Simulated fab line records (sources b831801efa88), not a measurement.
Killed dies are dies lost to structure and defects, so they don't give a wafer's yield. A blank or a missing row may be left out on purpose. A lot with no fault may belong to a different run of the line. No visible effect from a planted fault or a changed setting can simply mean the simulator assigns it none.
fab line records    flow sky130
record: lots: 12  wafers: 36  last-day: 50
route steps=708 shown VT_ADJUST_LVTN@104 VT_ADJUST_NCORE@129 VT_ADJUST_PCH@152 SONOS_TUNNEL@158 PAD_OPEN@708
lots that met no fault: taken from a fault-free run of the same line
start-h: start of the lot's first displayed wafer, in hours after the record's first day    wait-h: time in hours since the lot's previous step    " repeats the value in the row above    L1.1+2: a row that stands for several wafers    - no value present, or no start provided    * or withheld: withheld    < > ~ a bound
route shown NAME@n: NAME is a module with steps in the file, n the number in the route of the first one    usual: the fault-free wafers' mean and standard deviation    same: alike in all rows    chamber/n: place in a boat    sites: the reading at each site    _std_site: their standard deviation    _edge_site: the outer-site mean with the inner-site mean subtracted    radius-mm: for every site, how far away it sits from the centre of the wafer    mask NAME#n: copy n    behind: the most recent tool/chamber to have shaped the wafer    hold: reason for holding the lot/hours on hold/outcome of the hold    device: transistor that didn't switch, given as n, p or np    end of line: tests of these same wafers at the route's end    step lacking rows: just its recipe    killed: dies lost to structure and defects at the first sort, not the wafer's yield    map: per-die view of a wafer (x killed, . not killed, _ where there is no die)
set.NAME: the setting the step ran with; set.NAME@STEP: the setting that earlier step ran with    model.NAME: the simulator's own value behind a step, which no gauge read
the route's steps for a sample of lots (tables are steps, rows are wafers)
services: the hour from which a tool's chamber was out of use, counted from the record's first day as start-h (under 0 if before that day), plus the number of hours and why
== steps ==
step: SKY_VT_ADJUST_LVTN_OVL_MEAS_07
usual: VT_ADJUST_LVTN_OVL: -0.2/1.3
lot.wafer  tool        chamber  start-h  wait-h  VT_ADJUST_LVTN_OVL[nm]
L757.1     overlay-01  -        142.31   -       1.2
L757.5     "           -        "        "       1.5
L757.6     "           -        "        "       -1.2
L758.3     overlay-01  -        144.87   -       0.8
L758.4     "           -        "        "       -0.1
L758.5     "           -        "        "       0.4
L759.2     overlay-02  -        152.72   -       1.1
L759.3     "           -        "        "       0.9
L759.4     "           -        "        "       1.8
L763.2     overlay-01  -        181.17   -       -2.3
L763.3     "           -        "        "       -2.6
L763.6     "           -        "        "       -2.9
L765.3     overlay-02  -        191.92   -       -1.1
L765.4     "           -        "        "       -0.4
L765.5     "           -        "        "       -0.9
L764.4     overlay-01  -        192.88   -       -1.7
L764.5     "           -        "        "       -0.7
L764.6     "           -        "        "       -1.7
L770.1     overlay-02  -        238.27   -       0.1
L770.3     "           -        "        "       -0.3
L770.5     "           -        "        "       0.7
L772.1     overlay-02  -        246.01   -       0.9
L772.3     "           -        "        "       1.6
L772.5     "           -        "        "       1.7
L777.3     overlay-01  -        273.62   -       1.5
L777.4     "           -        "        "       0.6
L777.5     "           -        "        "       0.9
L778.2     overlay-02  -        279.21   -       -1.3
L778.4     "           -        "        "       -0.3
L778.6     "           -        "        "       0.5
L779.1     overlay-02  -        289.86   -       -0.8
L779.4     "           -        "        "       -1.1
L779.6     "           -        "        "       -0.3
L780.1     overlay-02  -        293.71   -       1.9
L780.2     "           -        "        "       1.7
L780.4     "           -        "        "       1.9
step: SKY_VT_ADJUST_NCORE_STRIP_10
recipe: chemistry: O2/N2  power-w: 1400  pressure-mtorr: 1500  platen-temp-c: withheld  o2-flow-sccm: 3000  n2-flow-sccm: 300  overash-fraction: 0.5
usual: drypump-motor-current-A: 5.9/0.77  oes-product-au: 0.716/0.0043  strip-time-to-endpoint-s: 14.17/0.034
lot.wafer  tool             chamber  start-h  wait-h  drypump-motor-current-A  oes-product-au  rf-hours-counter-h  strip-time-to-endpoint-s
L757.1     plasma-asher-04  0        182.07   0.1     6.6                      0.712           36                  14.20
L757.5     "                1        "        "       6.7                      0.709           -                   14.13
L757.6     "                0        "        "       6.6                      0.716           -                   14.20
L758.3     plasma-asher-01  0        186.46   0.1     4.7                      0.718           -                   14.12
L758.4     "                1        "        "       6.2                      0.712           -                   14.16
L758.5     "                0        "        "       4.7                      0.723           -                   14.19
L759.2     plasma-asher-01  0        193.47   0.1     4.7                      0.711           7                   14.17
L759.3     "                0        "        "       4.7                      0.713           -                   14.19
L759.4     "                1        "        "       6.3                      0.719           -                   14.17
L763.2     plasma-asher-03  1        224.38   0.1     6.0                      0.726           54                  14.15
L763.3     "                1        "        "       6.0                      0.720           -                   14.10
L763.6     "                0        "        "       4.9                      0.715           -                   14.13
L765.3     plasma-asher-03  0        235.36   0.1     4.9                      0.718           -                   14.19
L765.4     "                1        "        "       6.0                      0.709           -                   14.17
L765.5     "                0        "        "       4.9                      0.721           -                   14.19
L764.4     plasma-asher-01  0        236.91   0.1     4.7                      0.719           -                   14.19
L764.5     "                0        "        "       4.7                      0.708           -                   14.20
L764.6     "                1        "        "       6.3                      0.718           -                   14.16
L770.1     plasma-asher-04  0        287.01   0.1     6.6                      0.711           45                  14.16
L770.3     "                0        "        "       6.6                      0.718           -                   14.14
L770.5     "                0        "        "       6.6                      0.723           -                   14.20
L772.1     plasma-asher-03  1        295.71   0.1     6.0                      0.714           60                  14.22
L772.3     "                1        "        "       5.9                      0.720           -                   14.18
L772.5     "                0        "        "       4.9                      0.714           -                   14.24
L777.3     plasma-asher-04  1        325.21   0.1     6.7                      0.714           -                   14.12
L777.4     "                0        "        "       6.6                      0.719           -                   14.14
L777.5     "                1        "        "       6.7                      0.715           -                   14.11
L778.2     plasma-asher-01  1        330.67   0.1     6.3                      0.710           22                  14.20
L778.4     "                0        "        "       4.7                      0.711           -                   14.17
L778.6     "                0        "        "       4.7                      0.714           -                   14.15
L779.1     plasma-asher-01  0        343.07   0.1     4.7                      0.722           23                  14.17
L779.4     "                1        "        "       6.3                      0.714           -                   14.16
L779.6     "                0        "        "       4.7                      0.726           -                   14.19
L780.1     plasma-asher-04  1        347.12   0.1     6.6                      0.716           52                  14.21
L780.2     "                0        "        "       6.6                      0.713           52                  14.18
L780.4     "                1        "        "       6.7                      0.721           -                   14.19
step: SKY_VT_ADJUST_PCH_STRIP_09
recipe: chemistry: O2/N2  power-w: 1400  pressure-mtorr: 1500  platen-temp-c: withheld  o2-flow-sccm: 3000  n2-flow-sccm: 300  overash-fraction: 0.5
usual: drypump-motor-current-A: 6.1/0.65  oes-product-au: 0.722/0.0046  strip-time-to-endpoint-s: 36.90/0.1
lot.wafer  tool             chamber  start-h  wait-h  drypump-motor-current-A  oes-product-au  rf-hours-counter-h  strip-time-to-endpoint-s
L757.1     plasma-asher-04  0        225.30   0.1     6.6                      0.724           40                  37.04
L757.5     "                0        "        "       6.5                      0.724           -                   36.81
L757.6     "                1        "        "       6.7                      0.720           -                   36.92
L758.3     plasma-asher-01  0        229.84   0.1     4.7                      0.716           -                   37.04
L758.4     "                1        "        "       6.2                      0.721           -                   37.01
L758.5     "                0        "        "       4.7                      0.727           -                   37.00
L759.2     plasma-asher-02  1        237.75   0.1     5.6                      0.727           57                  36.80
L759.3     "                1        "        "       5.6                      0.717           -                   36.73
L759.4     "                0        "        "       5.7                      0.723           -                   36.77
L763.2     plasma-asher-02  0        271.96   0.1     5.7                      0.721           61                  36.94
L763.3     "                1        "        "       5.7                      0.725           -                   36.94
L763.6     "                0        "        "       5.7                      0.734           -                   36.92
L765.3     plasma-asher-04  0        285.19   0.1     6.6                      0.718           -                   36.83
L765.4     "                1        "        "       6.7                      0.726           -                   36.80
L765.5     "                1        "        "       6.7                      0.718           -                   36.90
L764.4     plasma-asher-04  1        285.68   0.1     6.7                      0.727           -                   36.90
L764.5     "                1        "        "       6.7                      0.728           -                   36.90
L764.6     "                0        "        "       6.6                      0.723           -                   37.00
L770.1     plasma-asher-02  0        338.95   0.1     5.7                      0.719           67                  36.95
L770.3     "                0        "        "       5.7                      0.717           -                   36.97
L770.5     "                0        "        "       5.7                      0.721           -                   36.85
L772.1     plasma-asher-04  1        349.10   0.1     6.7                      0.728           52                  36.92
L772.3     "                0        "        "       6.6                      0.722           -                   36.92
L772.5     "                1        "        "       6.6                      0.722           -                   36.91
L777.3     plasma-asher-04  1        381.09   0.1     6.7                      0.726           -                   36.74
L777.4     "                0        "        "       6.6                      0.709           -                   36.86
L777.5     "                1        "        "       6.7                      0.725           -                   36.90
L778.2     plasma-asher-04  1        386.36   0.1     6.6                      0.724           55                  36.94
L778.4     "                0        "        "       6.6                      0.727           -                   36.95
L778.6     "                0        "        "       6.6                      0.724           -                   36.88
L779.1     plasma-asher-02  0        399.10   0.1     5.7                      0.720           73                  36.99
L779.4     "                0        "        "       5.7                      0.718           -                   36.93
L779.6     "                0        "        "       5.7                      0.705           -                   37.13
L780.1     plasma-asher-04  0        403.25   0.1     6.6                      0.726           57                  36.92
L780.2     "                1        "        "       6.7                      0.723           57                  36.96
L780.4     "                0        "        "       6.6                      0.717           -                   36.81
step: SKY_SONOS_TUNNEL_EXPOSE_04
recipe: mask-id: TUNM  na: 0.6  source-shape: conventional  sigma-outer: 0.6  polarization: unpolarized  target-cd-nm: 410  dose-mj: 136
usual: exposure-dose-mJ-cm2: 135.98/0.12
lot.wafer  tool              chamber  start-h  wait-h  mask    exposure-dose-mJ-cm2
L757.1     iline-stepper-02  0        236.57   -       TUNM#0  135.74
L757.5     "                 0        "        "       TUNM#0  136.05
L757.6     "                 0        "        "       TUNM#0  136.06
L758.3     iline-stepper-01  0        241.43   -       TUNM#0  135.96
L758.4     "                 0        "        "       TUNM#0  136.17
L758.5     "                 0        "        "       TUNM#0  136.14
L759.2     iline-stepper-01  0        249.63   -       TUNM#0  136.16
L759.3     "                 0        "        "       TUNM#0  136.11
L759.4     "                 0        "        "       TUNM#0  136.20
L763.2     iline-stepper-02  0        285.20   -       TUNM#0  135.90
L763.3     "                 0        "        "       TUNM#0  135.93
L763.6     "                 0        "        "       TUNM#0  136.14
L765.3     iline-stepper-02  0        297.20   -       TUNM#0  136.15
L765.4     "                 0        "        "       TUNM#0  135.97
L765.5     "                 0        "        "       TUNM#0  136.11
L764.4     iline-stepper-02  0        298.07   -       TUNM#0  136.10
L764.5     "                 0        "        "       TUNM#0  136.10
L764.6     "                 0        "        "       TUNM#0  135.99
L770.1     iline-stepper-02  0        352.01   -       TUNM#0  134.22
L770.3     "                 0        "        "       TUNM#0  134.40
L770.5     "                 0        "        "       TUNM#0  134.25
L772.1     iline-stepper-01  0        363.22   -       TUNM#0  135.86
L772.3     "                 0        "        "       TUNM#0  136.19
L772.5     "                 0        "        "       TUNM#0  136.03
L777.3     iline-stepper-01  0        395.97   -       TUNM#0  135.86
L777.4     "                 0        "        "       TUNM#0  136.06
L777.5     "                 0        "        "       TUNM#0  135.99
L778.2     iline-stepper-01  0        400.38   -       TUNM#0  136.09
L778.4     "                 0        "        "       TUNM#0  135.94
L778.6     "                 0        "        "       TUNM#0  136.09
L779.1     iline-stepper-01  0        413.32   -       TUNM#0  136.07
L779.4     "                 0        "        "       TUNM#0  136.11
L779.6     "                 0        "        "       TUNM#0  136.00
L780.1     iline-stepper-02  0        418.88   -       TUNM#0  135.99
L780.2     "                 0        "        "       TUNM#0  135.84
L780.4     "                 0        "        "       TUNM#0  135.88
step: SKY_PAD_OPEN_PROBE_99
usual: killed_at_M0_to_M3: 43/6.7  killed_at_M4_up: 3.2/1.9  killed-at-contacts: 24/5.9  killed-at-front-end: 15/4.1  killed-at-other: 0.3/0.56  killed-dies: 86/9.5  killed-open: 47/7.4  killed-short: 39/5.5
same: gross-dies: 492  killed-at-back-side: 0
lot.wafer  tool       chamber  start-h  wait-h  killed_at_M0_to_M3  killed_at_M4_up  killed-at-contacts  killed-at-front-end  killed-at-other  killed-dies  killed-open  killed-short
L757.1     prober-01  -        1070.52  0.1     41                  5                39                  11                   1                97           54           43
L757.5     prober-01  -        1070.72  0.2     41                  6                37                  21                   0                105          61           44
L757.6     prober-01  -        1070.77  0.2     48                  3                30                  11                   0                92           48           44
L758.3     prober-02  -        1074.86  0.2     38                  7                28                  13                   0                86           53           33
L758.4     prober-02  -        1074.91  0.2     40                  5                22                  10                   2                79           31           48
L758.5     prober-02  -        1074.96  0.2     45                  7                20                  20                   0                92           53           39
L759.2     prober-01  -        1085.47  0.1     43                  3                32                  9                    0                87           41           46
L759.3     prober-01  -        1085.52  0.2     42                  1                32                  10                   0                85           46           39
L759.4     prober-01  -        1085.57  0.2     50                  3                24                  13                   0                90           46           44
L763.2     prober-01  -        1118.34  0.1     43                  3                14                  12                   0                72           35           37
L763.3     prober-01  -        1118.39  0.2     40                  2                31                  11                   0                84           48           36
L763.6     prober-01  -        1118.54  0.2     42                  5                17                  18                   0                82           52           30
L765.3     prober-02  -        1123.05  0.2     32                  3                27                  7                    0                69           43           26
L765.4     prober-02  -        1123.10  0.2     53                  3                21                  19                   0                96           58           38
L765.5     prober-02  -        1123.15  0.2     34                  5                18                  13                   0                70           32           38
L764.4     prober-01  -        1124.94  0.2     45                  1                22                  13                   1                82           44           38
L764.5     prober-01  -        1124.99  0.2     28                  4                25                  17                   0                74           46           28
L764.6     prober-01  -        1125.04  0.2     42                  4                26                  20                   0                92           58           34
L770.1     prober-02  -        1160.89  0.1     45                  7                17                  18                   0                87           51           36
L770.3     prober-02  -        1160.99  0.2     54                  8                27                  9                    1                99           48           51
L770.5     prober-02  -        1161.09  0.2     40                  4                13                  12                   0                69           33           36
L772.1     prober-02  -        1166.59  0.1     40                  5                16                  17                   0                78           39           39
L772.3     prober-02  -        1166.69  0.2     41                  4                30                  15                   0                90           39           51
L772.5     prober-02  -        1166.79  0.2     49                  1                26                  9                    0                85           45           40
L777.3     prober-01  -        1185.04  0.2     41                  3                21                  16                   1                82           47           35
L777.4     prober-01  -        1185.09  0.2     45                  2                20                  12                   0                79           44           35
L777.5     prober-01  -        1185.14  0.2     50                  0                19                  11                   1                81           41           40
L778.2     prober-02  -        1186.92  0.1     45                  0                24                  7                    0                76           42           34
L778.4     prober-02  -        1187.02  0.2     35                  1                29                  10                   1                76           36           40
L778.6     prober-02  -        1187.12  0.2     44                  5                24                  16                   0                89           49           40
L779.1     prober-01  -        1198.79  0.1     34                  7                20                  12                   0                73           36           37
L779.4     prober-01  -        1198.94  0.2     45                  5                22                  13                   0                85           47           38
L779.6     prober-01  -        1199.04  0.2     37                  4                12                  7                    0                60           24           36
L780.1     prober-02  -        1202.32  0.1     49                  1                21                  10                   0                81           38           43
L780.2     prober-02  -        1202.37  0.1     39                  3                19                  19                   0                80           46           34
L780.4     prober-02  -        1202.47  0.2     53                  4                20                  12                   0                89           47           42
killed by level:class
L757.1 LI_CONTACT:geometric-particle:open=13 CONTACT:geometric-particle:short=12 CONTACT:geometric-particle:open=11 VIA1:geometric-particle:open=10 METAL2:geometric-particle:short=8 VIA1:geometric-particle:short=5 VIA2:geometric-particle:open=5 FIELD_ISO:geometric-particle:short=4
L757.5 LI_CONTACT:geometric-particle:open=13 VIA1:geometric-particle:open=12 CONTACT:geometric-particle:open=10 METAL2:geometric-particle:short=9 FIELD_ISO:geometric-particle:open=6 METAL4:geometric-particle:short=6 POLY_GATE:geometric-particle:open=5 LOCAL_INTERCONNECT:geometric-particle:short=5
L757.6 CONTACT:geometric-particle:open=13 METAL2:geometric-particle:short=9 CONTACT:geometric-particle:short=7 METAL1:geometric-particle:short=7 LI_CONTACT:geometric-particle:open=6 VIA1:geometric-particle:open=6 VIA2:geometric-particle:open=6 VIA1:geometric-particle:short=5
L758.3 CONTACT:geometric-particle:open=12 VIA1:geometric-particle:open=12 CONTACT:geometric-particle:short=7 METAL1:geometric-particle:short=7 FIELD_ISO:geometric-particle:open=5 METAL4:geometric-particle:short=5 LI_CONTACT:geometric-particle:open=5 VIA2:geometric-particle:open=4
L758.4 LOCAL_INTERCONNECT:geometric-particle:short=8 METAL1:geometric-particle:short=7 VIA3:geometric-particle:open=6 METAL2:geometric-particle:short=6 CONTACT:geometric-particle:open=5 VIA1:geometric-particle:open=5 FIELD_ISO:geometric-particle:short=4 VIA1:geometric-particle:short=4
L758.5 VIA1:geometric-particle:open=15 VIA3:geometric-particle:open=9 CONTACT:geometric-particle:short=8 FIELD_ISO:geometric-particle:open=7 METAL2:geometric-particle:short=5 METAL1:geometric-particle:short=5 FIELD_ISO:geometric-particle:short=4 LI_CONTACT:geometric-particle:open=4
L759.2 CONTACT:geometric-particle:open=9 CONTACT:geometric-particle:short=8 VIA1:geometric-particle:open=8 METAL1:geometric-particle:short=7 LOCAL_INTERCONNECT:geometric-particle:short=6 VIA2:geometric-particle:open=6 VIA3:geometric-particle:open=6 LI_CONTACT:geometric-particle:open=5
L759.3 VIA1:geometric-particle:open=12 LI_CONTACT:geometric-particle:open=10 CONTACT:geometric-particle:open=9 CONTACT:geometric-particle:short=7 METAL2:geometric-particle:short=6 LOCAL_INTERCONNECT:geometric-particle:short=5 VIA1:geometric-particle:short=5 VIA2:geometric-particle:open=5
L759.4 VIA3:geometric-particle:open=10 VIA1:geometric-particle:open=9 METAL1:geometric-particle:short=7 METAL2:geometric-particle:short=7 FIELD_ISO:geometric-particle:open=6 LI_CONTACT:geometric-particle:open=6 CONTACT:geometric-particle:short=6 VIA2:geometric-particle:open=6
L763.2 VIA1:geometric-particle:open=9 CONTACT:geometric-particle:open=7 METAL1:geometric-particle:short=7 METAL2:geometric-particle:short=5 VIA2:geometric-particle:open=5 FIELD_ISO:geometric-particle:short=4 VIA1:geometric-particle:short=4 FIELD_ISO:geometric-particle:open=3
L763.3 CONTACT:geometric-particle:open=11 VIA2:geometric-particle:open=10 VIA1:geometric-particle:open=8 LI_CONTACT:geometric-particle:open=6 CONTACT:geometric-particle:short=5 POLY_GATE:geometric-particle:short=4 METAL1:geometric-particle:short=4 METAL2:geometric-particle:short=4
L763.6 VIA1:geometric-particle:open=10 POLY_GATE:geometric-particle:open=7 VIA2:geometric-particle:open=7 LI_CONTACT:geometric-particle:open=5 CONTACT:geometric-particle:open=5 VIA1:geometric-particle:short=5 VIA3:geometric-particle:open=5 FIELD_ISO:geometric-particle:short=3
L765.3 VIA3:geometric-particle:open=10 LI_CONTACT:geometric-particle:open=8 CONTACT:geometric-particle:open=8 VIA2:geometric-particle:open=8 VIA1:geometric-particle:open=5 FIELD_ISO:geometric-particle:short=4 LI_CONTACT:geometric-particle:short=4 LOCAL_INTERCONNECT:geometric-particle:short=4
L765.4 VIA1:geometric-particle:open=12 CONTACT:geometric-particle:open=9 VIA3:geometric-particle:open=9 VIA2:geometric-particle:open=7 FIELD_ISO:geometric-particle:open=6 METAL1:geometric-particle:short=6 POLY_GATE:geometric-particle:short=4 CONTACT:geometric-particle:short=4
L765.5 LI_CONTACT:geometric-particle:open=6 METAL1:geometric-particle:short=6 VIA1:geometric-particle:open=6 FIELD_ISO:geometric-particle:short=5 CONTACT:geometric-particle:open=5 VIA3:geometric-particle:open=5 METAL4:geometric-particle:short=4 CONTACT:geometric-particle:short=4
L764.4 CONTACT:geometric-particle:open=10 METAL2:geometric-particle:short=9 VIA2:geometric-particle:open=8 VIA1:geometric-particle:open=7 LI_CONTACT:geometric-particle:open=6 METAL1:geometric-particle:short=5 VIA1:geometric-particle:short=5 POLY_GATE:geometric-particle:short=4
L764.5 VIA1:geometric-particle:open=10 CONTACT:geometric-particle:open=9 LI_CONTACT:geometric-particle:open=7 VIA2:geometric-particle:open=7 POLY_GATE:geometric-particle:open=6 CONTACT:geometric-particle:short=6 FIELD_ISO:geometric-particle:short=5 POLY_GATE:geometric-particle:short=4
L764.6 VIA1:geometric-particle:open=13 CONTACT:geometric-particle:open=12 LI_CONTACT:geometric-particle:open=8 POLY_GATE:geometric-particle:open=7 VIA1:geometric-particle:short=7 VIA3:geometric-particle:open=6 FIELD_ISO:geometric-particle:short=5 VIA2:geometric-particle:open=4
L770.1 VIA1:geometric-particle:open=13 CONTACT:geometric-particle:open=10 METAL1:geometric-particle:short=8 VIA2:geometric-particle:open=7 METAL4:geometric-particle:short=6 LI_CONTACT:geometric-particle:open=4 FIELD_ISO:geometric-particle:short=3 POLY_GATE:geometric-particle:open=3
L770.3 VIA1:geometric-particle:open=14 CONTACT:geometric-particle:open=10 LI_CONTACT:geometric-particle:open=9 VIA3:geometric-particle:open=8 METAL4:geometric-particle:short=8 METAL1:geometric-particle:short=7 VIA1:geometric-particle:short=6 METAL2:geometric-particle:short=6
L770.5 VIA1:geometric-particle:open=6 CONTACT:geometric-particle:open=5 METAL1:geometric-particle:short=5 VIA2:geometric-particle:short=5 VIA3:geometric-particle:open=5 FIELD_ISO:geometric-particle:short=4 POLY_GATE:geometric-particle:short=4 METAL2:geometric-particle:short=4
L772.1 VIA1:geometric-particle:open=12 FIELD_ISO:geometric-particle:short=8 METAL1:geometric-particle:short=7 LI_CONTACT:geometric-particle:open=6 VIA1:geometric-particle:short=5 CONTACT:geometric-particle:open=5 VIA2:geometric-particle:short=5 VIA3:geometric-particle:open=5
L772.3 CONTACT:geometric-particle:open=10 VIA1:geometric-particle:open=10 LOCAL_INTERCONNECT:geometric-particle:short=7 VIA3:geometric-particle:open=5 POLY_GATE:geometric-particle:short=5 METAL1:geometric-particle:short=5 FIELD_ISO:geometric-particle:short=4 LI_CONTACT:geometric-particle:short=4
L772.5 VIA1:geometric-particle:open=12 METAL2:geometric-particle:short=12 CONTACT:geometric-particle:open=9 CONTACT:geometric-particle:short=6 VIA3:geometric-particle:open=6 LI_CONTACT:geometric-particle:open=5 METAL2:geometric-particle:open=5 VIA2:geometric-particle:open=4
L777.3 CONTACT:geometric-particle:open=9 VIA1:geometric-particle:open=9 VIA2:geometric-particle:open=8 VIA1:geometric-particle:short=7 FIELD_ISO:geometric-particle:open=5 LOCAL_INTERCONNECT:geometric-particle:short=5 POLY_GATE:geometric-particle:open=4 CONTACT:geometric-particle:short=4
L777.4 VIA1:geometric-particle:open=10 CONTACT:geometric-particle:open=9 VIA2:geometric-particle:open=7 METAL1:geometric-particle:short=6 VIA3:geometric-particle:open=5 CONTACT:geometric-particle:short=5 METAL2:geometric-particle:short=4 POLY_GATE:geometric-particle:short=3
L777.5 VIA1:geometric-particle:open=12 VIA2:geometric-particle:open=9 CONTACT:geometric-particle:open=7 VIA1:geometric-particle:short=6 METAL1:geometric-particle:short=5 METAL2:geometric-particle:short=5 POLY_GATE:geometric-particle:short=4 LOCAL_INTERCONNECT:geometric-particle:short=4
L778.2 METAL2:geometric-particle:short=11 LI_CONTACT:geometric-particle:open=10 CONTACT:geometric-particle:open=8 VIA1:geometric-particle:open=8 VIA3:geometric-particle:open=8 METAL1:geometric-particle:short=5 VIA2:geometric-particle:short=5 POLY_GATE:geometric-particle:open=3
L778.4 CONTACT:geometric-particle:open=8 CONTACT:geometric-particle:short=8 LI_CONTACT:geometric-particle:open=7 VIA1:geometric-particle:open=6 VIA2:geometric-particle:short=6 METAL1:geometric-particle:short=5 VIA3:geometric-particle:open=4 VIA1:geometric-particle:short=4
L778.6 CONTACT:geometric-particle:open=11 VIA2:geometric-particle:open=7 VIA1:geometric-particle:open=7 VIA1:geometric-particle:short=7 VIA3:geometric-particle:open=7 METAL1:geometric-particle:short=5 POLY_GATE:geometric-particle:short=4 METAL4:geometric-particle:short=4
L779.1 CONTACT:geometric-particle:open=8 VIA3:geometric-particle:open=8 VIA1:geometric-particle:open=6 METAL4:geometric-particle:short=6 FIELD_ISO:geometric-particle:short=5 METAL1:geometric-particle:short=5 LI_CONTACT:geometric-particle:open=4 METAL3:geometric-particle:short=4
L779.4 VIA3:geometric-particle:open=9 VIA1:geometric-particle:open=7 VIA2:geometric-particle:open=7 CONTACT:geometric-particle:open=7 VIA1:geometric-particle:short=6 LI_CONTACT:geometric-particle:short=5 VIA2:geometric-particle:short=5 FIELD_ISO:geometric-particle:open=4
L779.6 VIA1:geometric-particle:open=8 METAL2:geometric-particle:short=8 LI_CONTACT:geometric-particle:open=5 METAL1:geometric-particle:short=4 VIA1:geometric-particle:short=4 VIA2:geometric-particle:open=4 VIA2:geometric-particle:short=3 METAL4:geometric-particle:short=3
L780.1 VIA1:geometric-particle:open=12 LOCAL_INTERCONNECT:geometric-particle:short=6 CONTACT:geometric-particle:open=6 METAL1:geometric-particle:short=6 VIA1:geometric-particle:short=5 CONTACT:geometric-particle:short=5 METAL2:geometric-particle:short=5 VIA2:geometric-particle:open=5
L780.2 VIA1:geometric-particle:open=10 FIELD_ISO:geometric-particle:open=6 VIA1:geometric-particle:short=6 CONTACT:geometric-particle:open=5 LI_CONTACT:geometric-particle:short=5 METAL2:geometric-particle:short=5 VIA2:geometric-particle:open=5 VIA3:geometric-particle:open=5
L780.4 VIA1:geometric-particle:open=13 VIA2:geometric-particle:open=8 LOCAL_INTERCONNECT:geometric-particle:short=5 CONTACT:geometric-particle:open=5 VIA1:geometric-particle:short=5 VIA2:geometric-particle:short=5 VIA3:geometric-particle:open=5 METAL1:geometric-particle:short=4
== services ==
tool              chamber  start-h  hours  kind
iline-stepper-02  -        159.12   1.7    pm
iline-stepper-01  -        162.47   1.5    repair
iline-stepper-01  -        164.57   2.1    pm
iline-stepper-01  -        166.65   -      consumable-replace:lamp
iline-stepper-01  -        219.54   0.8    repair
iline-stepper-01  -        220.29   1.7    pm
iline-stepper-02  -        221.97   2.1    pm
iline-stepper-02  -        224.06   -      consumable-replace:lamp
iline-stepper-01  -        255.27   8.5    repair
plasma-asher-01   -        261.59   1.9    repair
plasma-asher-03   -        280.30   14.6   pm
plasma-asher-02   -        294.00   2.8    pm
plasma-asher-04   -        326.82   1.9    repair
iline-stepper-02  -        362.96   8.2    repair
iline-stepper-02  -        377.30   1.7    pm
== key ==
first-sign: step: SKY_SONOS_TUNNEL_EXPOSE_04  reading: exposure-dose-mJ-cm2  direction: down  sigmas: 14  usual: *  struck: *
effect none on later readings
met-at SKY_SONOS_TUNNEL_EXPOSE_04
struck-lots L770
tester-left-out L770
loop-trim: step: SKY_SONOS_TUNNEL_EXPOSE_04  setting: dose  lots: L770
not-acting-at SKY_VT_ADJUST_LVTN_OVL_MEAS_07,SKY_VT_ADJUST_NCORE_STRIP_10,SKY_VT_ADJUST_PCH_STRIP_09
onset-between 298.07 352.01
fault: kind: process-parameter-drift  tool: iline-stepper-02  chamber: -  onset-h: 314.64  steps: SKY_SONOS_TUNNEL_EXPOSE_04  channel: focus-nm  offset: 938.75  spread-by-wafer: 0.3  shape: step  end-h: 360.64
tester-left-out: of these lots the tester's yield and bins aren't shown, on N5 and GAA mostly nor the transistor test; their killed dies are dies lost to structure and defects alone, not to doping, threshold or leakage, so they don't give the yield
loop-trim: a control loop set the setting to another value than it would have without faults
